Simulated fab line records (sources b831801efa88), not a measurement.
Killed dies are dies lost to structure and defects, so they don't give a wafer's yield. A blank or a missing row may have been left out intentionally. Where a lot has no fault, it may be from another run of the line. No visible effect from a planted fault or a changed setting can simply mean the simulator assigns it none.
fab line records	flow sfq_line
record: lots: 6	wafers: 17	last_day: 85
route steps=325 shown M3@122 I3@133 M4@148
lots untouched by any fault: they come from a run of this same line in which no faults occurred
start_h: hours from the record's first day to the start of the lot's first wafer shown	wait_h: hours elapsed since this lot's preceding step	" repeats the value in the row above	L1.1+2: one row covering several wafers at once	- no value, or no start given	* or withheld: withheld	< > ~ a bound
route shown NAME@n: NAME is a module with steps in the file, n the number in the route of the first one	usual: mean/standard deviation taken from wafers without a fault	same: alike in all rows	chamber/n: place in a boat	sites: per-site readings	_std_site: the values' standard deviation	_edge_site: inner sites' mean taken away from outer sites' mean	radius_mm: for every site, how far away it sits from the centre of the wafer	mask NAME#n: copy n	behind: the tool/chamber that last shaped the wafer	hold: the reason the lot was held/the length of the hold in hours/how it ended	device: whichever transistor did not switch (one of n, p or np)	end of line: at the end of the route, the tests of the same wafers	where a step has no rows: the recipe by itself	killed: at the first sort, the dies lost to defects and structure; wafer yield is something else	map: the dies of a wafer, with x for killed, . for not killed, _ for no die there
set.NAME: the run value of the setting; set.NAME@STEP: its run value at that earlier step	model.NAME: the simulator's own value behind a step, which no gauge read
lots seen at some steps along the route; tables by step, rows by wafer
services: when a tool's chamber went out of use (start_h, in hours from the record's first day, below 0 if earlier), for how many hours, and the reason
== steps ==
step: SFQ_TRILAYER_M3_LITHO_COAT_080
recipe: resist: BARC	spin_rpm: 3000	resist_thk_nm: 62
step: SFQ_TRILAYER_M3_LITHO_COAT_075
recipe: resist: KrF	spin_rpm: 3000	resist_thk_nm: 600
step: SFQ_TRILAYER_M3_LITHO_SOFTBAKE_079
recipe: temp_c: withheld	time_s: withheld	resist: KrF
step: SFQ_TRILAYER_M3_LITHO_EXPOSE_076
recipe: mask_id: M3	na: 0.6	source_shape: conventional	sigma_outer: 0.65	target_cd_nm: 500	dose_mj: 14.4
step: SFQ_TRILAYER_M3_LITHO_PEB_078
recipe: peb_temp_c: 115	peb_time_s: 60	resist: KrF
step: SFQ_TRILAYER_M3_LITHO_DEVELOP_077
recipe: time_s: 60	resist: KrF
step: SFQ_M3_OVL_MEAS_921
usual: M3_OVL: -1/5.8
lot.wafer	tool	chamber	start_h	wait_h	M3_OVL[nm]
L632.3	overlay-01	-	957.19	0.1	2
L632.4	"	-	"	"	-3
L632.6	"	-	"	"	-1
L634.1	overlay-01	-	963.18	0.1	-9
L634.4	"	-	"	"	-12
L643.1	overlay-02	-	1021.78	0.1	1
L643.3	"	-	"	"	0
L643.5	"	-	"	"	2
L647.1	overlay-01	-	1170.38	0.1	6
L647.2	"	-	"	"	4
L647.5	"	-	"	"	5
L648.3	overlay-01	-	1185.99	0.1	-6
L648.4	"	-	"	"	-7
L648.6	"	-	"	"	-6
L649.4	overlay-01	-	1190.80	0.1	3
L649.5	"	-	"	"	8
L649.6	"	-	"	"	2
step: SFQ_TRILAYER_M3_BARC_OPEN_METAL_ETCH_100
recipe: mask_material: PR	chemistry: O2	target_depth_nm: 125	target: BARC	icp_w: 600	bias_w: 80	pressure_mtorr: 10	time_s: 41.7
step: SFQ_TRILAYER_M3_ETCH_METAL_ETCH_078
recipe: target: Nb	stop_on: SiO2	mask_material: PR	chemistry: Cl2/Ar	target_depth_nm: 240	icp_w: 600	bias_w: 80	pressure_mtorr: 10	time_s: 120
usual: drypump_motor_current_A: 5.8/0.38	oes_product_au: 0.896/0.0079
lot.wafer	tool	chamber	start_h	wait_h	drypump_motor_current_A	oes_product_au	rf_hours_counter_h
L632.3	rie_metal-04	1	957.32	0.1	5.5	0.895	-
L632.4	"	0	"	"	5.7	0.894	-
L632.6	"	1	"	"	5.6	0.898	-
L634.1	rie_metal-02	0	963.28	0.0	5.4	0.905	16
L634.4	"	1	"	"	6.2	0.899	-
L643.1	rie_metal-02	1	1021.88	0.0	6.2	0.899	45
L643.3	"	0	"	"	5.5	0.906	-
L643.5	"	1	"	"	6.2	0.904	-
L647.1	rie_metal-02	1	1170.48	0.0	6.2	0.902	70
L647.2	"	0	"	"	5.4	0.910	48
L647.5	"	1	"	"	6.2	0.895	-
L648.3	rie_metal-03	0	1186.12	0.1	6.2	0.894	-
L648.4	"	1	"	"	6.5	0.895	-
L648.6	"	0	"	"	6.2	0.881	-
L649.4	rie_metal-03	1	1191.06	0.2	6.6	0.887	-
L649.5	"	1	"	"	6.5	0.886	-
L649.6	"	1	"	"	6.5	0.891	-
step: SFQ_TRILAYER_M3_STRIP_STRIP_079
recipe: gas: O2	power_w: 200	platen_temp_c: 40	overash_fraction: 0.65	chemistry: O2	pressure_mtorr: 50
usual: drypump_motor_current_A: 5.8/0.38	oes_product_au: 1.003/0.013
lot.wafer	tool	chamber	start_h	wait_h	drypump_motor_current_A	oes_product_au	rf_hours_counter_h
L632.3	rie_metal-04	1	957.60	0.2	5.6	0.992	-
L632.4	"	0	"	"	5.7	0.980	-
L632.6	"	1	"	"	5.5	0.985	-
L634.1	rie_metal-02	0	963.40	0.1	5.4	1.027	16
L634.4	"	1	"	"	6.2	1.007	-
L643.1	rie_metal-02	1	1022.00	0.1	6.2	1.008	45
L643.3	"	0	"	"	5.5	1.004	-
L643.5	"	1	"	"	6.2	1.000	-
L647.1	rie_metal-02	1	1170.60	0.1	6.2	1.011	70
L647.2	"	0	"	"	5.5	1.005	48
L647.5	"	1	"	"	6.2	1.010	-
L648.3	rie_metal-03	0	1186.40	0.2	6.2	1.024	-
L648.4	"	1	"	"	6.6	1.003	-
L648.6	"	0	"	"	6.2	1.024	-
L649.4	rie_metal-03	1	1191.79	0.7	6.5	1.002	-
L649.5	"	1	"	"	6.5	1.007	-
L649.6	"	1	"	"	6.6	1.008	-
step: SFQ_TRILAYER_M3_STRIP_SOLV_CLEAN_080
recipe: chemistry: NMP	temp_c: 70	time_s: 600
step: SFQ_TRILAYER_I3_DEP_PECVD_081
recipe: material: SiO2	temp_c: 150	time_s: 111.11	pressure_torr: 2.4	rf_w: 183.3	precursor: SiH4/N2O	target_thk_nm: 500
usual: heater_power_w: 84/20	throttle_valve_pct: 23.9/1.4
lot.wafer	tool	chamber	start_h	wait_h	heater_power_w	throttle_valve_pct
L632.3	pecvd-01	2	958.18	0.0	93	22.6
L632.4	"	0	"	"	54	21.8
L632.6	"	1	"	"	115	23.4
L634.1	pecvd-01	2	964.18	0.0	97	22.8
L634.4	"	1	"	"	105	23.4
L643.1	pecvd-04	1	1022.79	0.0	80	27.2
L643.3	"	2	"	"	98	24.2
L643.5	"	0	"	"	88	25.9
L647.1	pecvd-03	1	1171.38	0.0	58	23.7
L647.2	"	2	"	"	79	23.8
L647.5	"	2	"	"	65	23.5
L648.3	pecvd-04	1	1186.98	0.0	74	26.7
L648.4	"	2	"	"	96	24.0
L648.6	"	0	"	"	99	25.8
L649.4	pecvd-01	2	1192.78	0.0	101	24.0
L649.5	"	1	"	"	112	23.9
L649.6	"	0	"	"	47	22.7
step: SFQ_TRILAYER_I3_CMP_CMP_082
recipe: material: SiO2	down_force_psi: 3	platen_rpm: 60	pad_velocity_m_s: 0.94248
usual: motor_current_A: 10.0/0.58	slurry_filter_dp_kPa: 13.50/0.15	time_to_endpoint_s: 216/11
lot.wafer	tool	chamber	start_h	wait_h	motor_current_A	slurry_filter_dp_kPa	time_to_endpoint_s	model.SiO2_of_TRILAYER_I3_DEP_PECVD_081.thk_nm
L632.3	cmp-02	3	965.97	7.8	9.5	13.37	200	198.9
L632.4	"	0	"	"	9.2	13.54	188	219.7
L632.6	"	2	967.47	9.2	10.6	13.28	220	199.5
L634.4	cmp-02	0	971.97	7.7	9.5	13.78	207	218.8
L634.1	"	1	"	"	10.2	13.76	187	218.2
L643.3	cmp-01	3	1031.94	9.1	9.5	13.56	217	200.6
L643.1	"	1	1032.94	10.1	9.7	13.55	232	200.9
L643.5	"	3	1033.94	11.1	9.6	13.41	228	199.9
L647.2	cmp-02	3	1173.92	2.5	9.4	13.52	206	199
L647.1	"	0	"	"	9.2	13.29	200	199.8
L647.5	"	3	1175.92	4.5	9.5	13.35	206	198.1
L648.4	cmp-02	2	1194.42	7.4	10.4	13.57	229	199
L648.3	"	0	1195.42	8.4	8.9	13.65	210	199.4
L648.6	"	3	1196.92	9.9	9.2	13.51	209	197.6
L649.4	cmp-02	2	1197.42	4.6	10.2	13.34	216	201.2
L649.5	"	2	1199.42	6.6	10.7	13.43	218	201.4
L649.6	"	3	"	"	9.7	13.31	203	199.1
step: SFQ_I3_BOW_MEAS_922
recipe: mode: bow
usual: I3_BOW: 0/7.7
lot.wafer	tool	chamber	start_h	wait_h	I3_BOW[um]
L632.3	film_metro-01	-	968.01	1.5	7
L632.4	"	-	"	"	8
L632.6	"	-	"	"	10
L634.1	film_metro-03	-	973.97	1.0	-8
L634.4	"	-	"	"	1
L643.1	film_metro-03	-	1034.44	1.0	-1
L643.3	"	-	"	"	-6
L643.5	"	-	"	"	2
L647.1	film_metro-01	-	1176.42	1.5	9
L647.2	"	-	"	"	-4
L647.5	"	-	"	"	4
L648.3	film_metro-01	-	1197.46	1.5	7
L648.4	"	-	"	"	19
L648.6	"	-	"	"	6
L649.4	film_metro-01	-	1200.48	2.6	1
L649.5	"	-	"	"	-10
L649.6	"	-	"	"	-4
step: SFQ_TRILAYER_I3_METRO_MEASURE_083
usual: thk_nm: 200.2/1.3
lot.wafer	tool	chamber	start_h	wait_h	thk_nm
L632.3	film_metro-01	-	968.49	0.5	198.9
L632.4	"	-	"	"	219.7
L632.6	"	-	"	"	199.5
L634.1	film_metro-03	-	974.09	0.1	218.1
L634.4	"	-	"	"	218.7
L643.1	film_metro-03	-	1034.56	0.1	200.8
L643.3	"	-	"	"	200.5
L643.5	"	-	"	"	199.9
L647.1	film_metro-01	-	1176.54	0.1	200.0
L647.2	"	-	"	"	199.0
L647.5	"	-	"	"	198.1
L648.3	film_metro-01	-	1197.94	0.5	199.4
L648.4	"	-	"	"	199.1
L648.6	"	-	"	"	197.8
L649.4	film_metro-01	-	1201.14	0.6	201.2
L649.5	"	-	"	"	201.4
L649.6	"	-	"	"	198.9
step: SFQ_TRILAYER_I3_VIA_LITHO_COAT_090
recipe: resist: BARC	spin_rpm: 3000	resist_thk_nm: 62
step: SFQ_TRILAYER_I3_VIA_LITHO_COAT_085
recipe: resist: KrF	spin_rpm: 3000	resist_thk_nm: 650
step: SFQ_TRILAYER_I3_VIA_LITHO_SOFTBAKE_089
recipe: temp_c: withheld	time_s: withheld	resist: KrF
step: SFQ_TRILAYER_I3_VIA_LITHO_EXPOSE_086
recipe: mask_id: I3	na: 0.6	source_shape: conventional	sigma_outer: 0.65	target_cd_nm: 500	dose_mj: 21.3
step: SFQ_TRILAYER_I3_VIA_LITHO_PEB_088
recipe: peb_temp_c: 115	peb_time_s: 60	resist: KrF
step: SFQ_TRILAYER_I3_VIA_LITHO_DEVELOP_087
recipe: time_s: 60	resist: KrF
step: SFQ_I3_OVL_MEAS_923
usual: I3_OVL: -1/5.8
lot.wafer	tool	chamber	start_h	wait_h	I3_OVL[nm]
L632.3	overlay-01	-	971.56	0.1	7
L632.4	"	-	"	"	6
L632.6	"	-	"	"	8
L634.1	overlay-02	-	977.54	0.1	6
L634.4	"	-	"	"	-5
L643.1	overlay-02	-	1055.26	0.1	-5
L643.3	"	-	"	"	-6
L643.5	"	-	"	"	-3
L647.1	overlay-01	-	1180.11	0.1	10
L647.2	"	-	"	"	-8
L647.5	"	-	"	"	1
L648.3	overlay-01	-	1204.48	0.1	-3
L648.4	"	-	"	"	-4
L648.6	"	-	"	"	-7
L649.4	overlay-01	-	1205.69	0.1	0
L649.5	"	-	"	"	-9
L649.6	"	-	"	"	-7
step: SFQ_TRILAYER_I3_VIA_BARC_OPEN_VIA_ETCH_121
recipe: mask_material: PR	chemistry: O2	target_depth_nm: 125	target: BARC	source_w: 500	bias_w: 80	pressure_mtorr: 30	time_s: 41.7
step: SFQ_TRILAYER_I3_VIA_ETCH_VIA_ETCH_088
recipe: target: SiO2	stop_on: Nb	mask_material: PR	taper_deg: 20	chemistry: CHF3	target_depth_nm: 260	source_w: 500	bias_w: 80	pressure_mtorr: 30	time_s: withheld
usual: drypump_motor_current_A: 5.5/0.35	oes_product_au: 0.856/0.005
lot.wafer	tool	chamber	start_h	wait_h	drypump_motor_current_A	oes_product_au	model.I3.feature_depth_nm	model.etch.depth_nm
L632.3	rie_diel-03	3	971.62	0.0	5.1	0.844	198.9	198.9
L632.4	"	2	"	"	6.1	0.907	219.7	219.7
L632.6	"	1	"	"	4.8	0.853	199.5	199.5
L634.1	rie_diel-03	1	977.62	0.0	4.8	0.900	218.2	218.2
L634.4	"	0	"	"	5.8	0.895	218.8	218.8
L643.1	rie_diel-03	2	1055.33	0.0	6.1	0.851	200.9	200.9
L643.3	"	0	"	"	5.8	0.855	200.6	200.6
L643.5	"	2	"	"	6.1	0.859	199.9	199.9
L647.1	rie_diel-04	2	1180.19	0.0	5.2	0.859	199.8	199.8
L647.2	"	0	"	"	5.8	0.851	199	199
L647.5	"	0	"	"	5.8	0.855	198.1	198.1
L648.3	rie_diel-04	2	1204.54	0.0	5.2	0.849	199.4	199.4
L648.4	"	0	"	"	5.8	0.853	199	199
L648.6	"	1	"	"	6.0	0.854	197.6	197.6
L649.4	rie_diel-01	3	1205.74	0.0	5.6	0.855	201.2	201.2
L649.5	"	1	"	"	5.6	0.858	201.4	201.4
L649.6	"	0	"	"	5.1	0.851	199.1	199.1
step: SFQ_TRILAYER_I3_VIA_STRIP_STRIP_089
recipe: gas: O2	power_w: 200	platen_temp_c: 40	overash_fraction: 0.65	chemistry: O2	pressure_mtorr: 50
usual: drypump_motor_current_A: 5.7/0.37	oes_product_au: 0.997/0.012
lot.wafer	tool	chamber	start_h	wait_h	drypump_motor_current_A	oes_product_au	rf_hours_counter_h
L632.3	rie_metal-04	0	971.94	-	5.7	0.977	-
L632.4	"	1	"	"	5.6	0.999	-
L632.6	"	0	"	"	5.7	0.994	-
L634.1	rie_metal-01	0	977.73	-	5.6	1.007	83
L634.4	"	0	"	"	5.6	0.995	-
L643.1	rie_metal-04	1	1055.44	-	5.6	0.997	8
L643.3	"	0	"	"	5.7	0.985	-
L643.5	"	0	"	"	5.7	0.974	-
L647.1	rie_metal-03	0	1180.30	-	6.2	1.021	142
L647.2	"	1	"	"	6.5	0.999	81
L647.5	"	0	"	"	6.2	1.018	-
L648.3	rie_metal-04	1	1204.86	-	5.5	0.992	-
L648.4	"	0	"	"	5.7	0.979	-
L648.6	"	1	"	"	5.5	1.004	-
L649.4	rie_metal-01	0	1206.46	-	5.6	1.012	-
L649.5	"	0	"	"	5.6	1.001	-
L649.6	"	0	"	"	5.6	1.004	-
step: SFQ_TRILAYER_I3_VIA_STRIP_SOLV_CLEAN_090
recipe: chemistry: NMP	temp_c: 70	time_s: 600
step: SFQ_TRILAYER_M4_DEP_PRE_CLEAN_092
recipe: gas: Ar	time_s: 22.5	bias_v: 250
lot.wafer	tool	chamber	start_h	wait_h	model.SiO2_of_TRILAYER_I3_DEP_PECVD_081.thk_nm
L632.3	pvd_sputter-04	-	972.51	0.0	191.4
L632.4	"	-	"	"	212.2
L632.6	"	-	"	"	192
L634.1	pvd_sputter-06	-	979.11	0.0	210.7
L634.4	"	-	"	"	211.2
L643.1	pvd_sputter-06	-	1056.22	0.0	193.4
L643.3	"	-	"	"	193.1
L643.5	"	-	"	"	192.4
L647.1	pvd_sputter-04	-	1181.08	0.0	192.3
L647.2	"	-	"	"	191.5
L647.5	"	-	"	"	190.6
L648.3	pvd_sputter-04	-	1205.43	0.0	191.9
L648.4	"	-	"	"	191.5
L648.6	"	-	"	"	190.1
L649.4	pvd_sputter-06	-	1207.23	0.0	193.7
L649.5	"	-	"	"	193.9
L649.6	"	-	"	"	191.6
step: SFQ_TRILAYER_M4_DEP_SPUTTER_091
recipe: material: Nb	base_pressure_pa: 1.33e-06	chamber_pressure_pa: 0.1333	substrate_temp_c: 20	resputter_cathode_voltage_v: 400	target_thk_nm: 200	power_w: 2000	time_s: 133.3
usual: throttle_valve_pct: 29.3/1
lot.wafer	tool	chamber	start_h	wait_h	throttle_valve_pct
L632.3	pvd_sputter-04	-	972.54	0.0	28.0
L632.4	"	-	"	"	30.0
L632.6	"	-	"	"	27.8
L634.1	pvd_sputter-06	-	979.14	0.0	29.3
L634.4	"	-	"	"	27.8
L643.1	pvd_sputter-06	-	1056.25	0.0	29.9
L643.3	"	-	"	"	29.2
L643.5	"	-	"	"	30.1
L647.1	pvd_sputter-04	-	1181.11	0.0	31.1
L647.2	"	-	"	"	29.7
L647.5	"	-	"	"	31.1
L648.3	pvd_sputter-04	-	1205.46	0.0	30.9
L648.4	"	-	"	"	30.0
L648.6	"	-	"	"	30.0
L649.4	pvd_sputter-06	-	1207.26	0.0	30.2
L649.5	"	-	"	"	29.9
L649.6	"	-	"	"	29.3
== services ==
tool	chamber	start_h	hours	kind
pecvd-01	-	950.24	2.8	pm
film_metro-01	-	969.36	1.8	pm
pvd_sputter-06	-	979.52	2.1	repair
rie_metal-03	0	985.05	1.3	repair
film_metro-01	-	986.70	0.2	pm
rie_metal-04	-	991.43	1.4	pm
pvd_sputter-04	-	1046.11	1.4	repair
cmp-02	-	1059.85	2.7	repair
rie_diel-03	2	1064.09	11.7	repair
film_metro-01	-	1076.23	0.3	pm
film_metro-01	-	1082.85	9.3	repair
cmp-02	-	1090.80	4.9	pm
rie_diel-03	-	1091.43	0.8	repair
pvd_sputter-06	-	1091.66	0.5	repair
cmp-02	-	1095.68	4.0	pm
rie_metal-04	-	1098.12	1.1	repair
rie_diel-03	0	1099.35	8.3	repair
rie_diel-03	2	1103.77	7.6	repair
rie_diel-03	3	1106.54	2.4	repair
rie_metal-04	-	1112.83	39.6	repair
rie_diel-03	0	1114.30	4.3	repair
rie_metal-02	0	1119.61	12.4	repair
cmp-02	-	1137.66	2.8	repair
pvd_sputter-06	-	1172.99	4.9	repair
== key ==
first_sign: step: SFQ_TRILAYER_I3_CMP_CMP_082	reading: time_to_endpoint_s	direction: down	sigmas: 2.1	usual: *	struck: *
effect: step: SFQ_TRILAYER_I3_METRO_MEASURE_083	reading: thk_nm	direction: up	sigmas: 15	usual: 200.2	struck: 218.8
effect: step: SFQ_TRILAYER_I3_VIA_ETCH_VIA_ETCH_088	reading: oes_product_au	direction: up	sigmas: 9	usual: 0.856	struck: 0.901
model_effect: step: SFQ_TRILAYER_I3_CMP_CMP_082	value: SiO2_of_TRILAYER_I3_DEP_PECVD_081.thk_nm	without: 198.9	struck: 218.9
model_effect: step: SFQ_TRILAYER_I3_VIA_ETCH_VIA_ETCH_088	value: I3.feature_depth_nm	without: 198.9	struck: 218.9
model_effect: step: SFQ_TRILAYER_M4_DEP_PRE_CLEAN_092	value: SiO2_of_TRILAYER_I3_DEP_PECVD_081.thk_nm	without: 191.4	struck: 211.4
met_at SFQ_TRILAYER_I3_CMP_CMP_082
struck_wafers L632.4,L634.1,L634.4
fault: kind: process_parameter_drift	tool: cmp-02	chamber: -	onset_h: 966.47	steps: SFQ_TRILAYER_I3_CMP_CMP_082	channel: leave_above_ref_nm	offset: 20	shape: step	end_h: 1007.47	scope: struck_wafers_only	acts_in: these_recipes_only	stated: 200
